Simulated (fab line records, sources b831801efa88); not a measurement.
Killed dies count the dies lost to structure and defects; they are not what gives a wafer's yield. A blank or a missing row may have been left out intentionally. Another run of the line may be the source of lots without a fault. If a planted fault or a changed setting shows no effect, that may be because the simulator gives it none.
Chamber matching / flow sky130 / 3 sister chambers for SKY_CAPM_CVD_00 on pecvd-01
The step deposits SiO2, target thk 15.5 nm. 3 wafers are shown with their chamber, then 9 later ones without.

== WAFERS PAIRED WITH THEIR CHAMBERS ==
wafer=L324.6; chamber=2; heater-power-w (W)=643
wafer=L325.2; chamber=1; heater-power-w (W)=745
wafer=L325.6; chamber=0; heater-power-w (W)=767

== WAFERS WITHOUT THEIR CHAMBER ==
wafer=L326.1; heater-power-w (W)=753
wafer=L326.2; heater-power-w (W)=781
wafer=L326.5; heater-power-w (W)=783
wafer=L330.3; heater-power-w (W)=604
wafer=L330.5; heater-power-w (W)=712
wafer=L330.6; heater-power-w (W)=599
wafer=L332.2; heater-power-w (W)=694
wafer=L332.3; heater-power-w (W)=797
wafer=L332.4; heater-power-w (W)=811

== WHICH CHAMBER EACH ONE RAN IN ==
wafer=L326.1; from the rows above=can't be placed: 1 or 0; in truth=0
wafer=L326.2; from the rows above=can't be placed: 0 or 1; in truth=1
wafer=L326.5; from the rows above=can't be placed: 0 or 1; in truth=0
wafer=L330.3; from the rows above=2; in truth=2
wafer=L330.5; from the rows above=can't be placed: 1 or 0 or 2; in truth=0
wafer=L330.6; from the rows above=2; in truth=2
wafer=L332.2; from the rows above=can't be placed: 1 or 2 or 0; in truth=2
wafer=L332.3; from the rows above=can't be placed: 0 or 1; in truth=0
wafer=L332.4; from the rows above=can't be placed: 0 or 1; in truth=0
Correct placement for 2 of the 9. From these rows, 7 cannot be placed; in 7 the true chamber is one of the candidates. 0 placed wrongly.
How it was worked out, from the rows above alone: a wafer's distance from a chamber is the root of the sum, over the readings, of the square of ((its reading less the chamber's mean) divided by the reading's scatter). The wafer belongs to the nearest chamber; if the next one is less than 2 further off, it can't be placed. A chamber's mean is the mean of its shown wafers. The scatter (one wafer shown for each chamber): square how far every hidden wafer sits from the nearest shown wafer, average those squares and take the square root.
